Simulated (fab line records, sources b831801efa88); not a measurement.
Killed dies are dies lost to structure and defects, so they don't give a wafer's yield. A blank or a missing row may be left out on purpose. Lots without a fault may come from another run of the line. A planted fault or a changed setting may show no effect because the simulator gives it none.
Chamber matching | flow sky130 | SKY_CONTACT_ETCH_16 on rie_diel-03: 4 sister chambers
The step etches BARC in N2/H2, stops on SiO2, time 45.9 s, target depth 60 nm. 4 wafers are shown with their chamber, then 7 later ones without.

WAFERS WITH THEIR CHAMBER
wafer  | chamber | throttle_valve_pct (%)
L274.6 | 3       | 13.236
L279.1 | 2       | 13.207
L279.6 | 1       | 13.225
L281.5 | 0       | 13.216

WAFERS WITHOUT THEIR CHAMBER
wafer  | throttle_valve_pct (%)
L281.6 | 13.245
L287.1 | 13.226
L287.3 | 13.232
L287.4 | 13.231
L292.2 | 13.207
L292.5 | 13.221
L292.6 | 13.232

WHICH CHAMBER EACH WENT THROUGH
wafer  | from the rows above          | in truth
L281.6 | 3                            | 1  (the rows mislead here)
L287.1 | can't be placed: 1 or 3 or 0 | 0
L287.3 | can't be placed: 3 or 1      | 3
L287.4 | can't be placed: 3 or 1      | 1
L292.2 | can't be placed: 2 or 0      | 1
L292.5 | can't be placed: 1 or 0      | 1
L292.6 | can't be placed: 3 or 1      | 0
Placed correctly: 0 of 7. Can't be placed from these rows: 6 (the true chamber is among the candidates in 4). Placed wrongly: 1.
How it was worked out, from the rows above alone: a wafer's distance from a chamber is the root of the sum, over the readings, of the square of ((its reading less the chamber's mean) divided by the reading's scatter). The wafer belongs to the nearest chamber; if the next one is less than 2 further off, it can't be placed. A chamber's mean is the mean of its shown wafers. The scatter: with one shown wafer a chamber, the root of the mean of the squares of how far each hidden wafer lies from its nearest shown one.
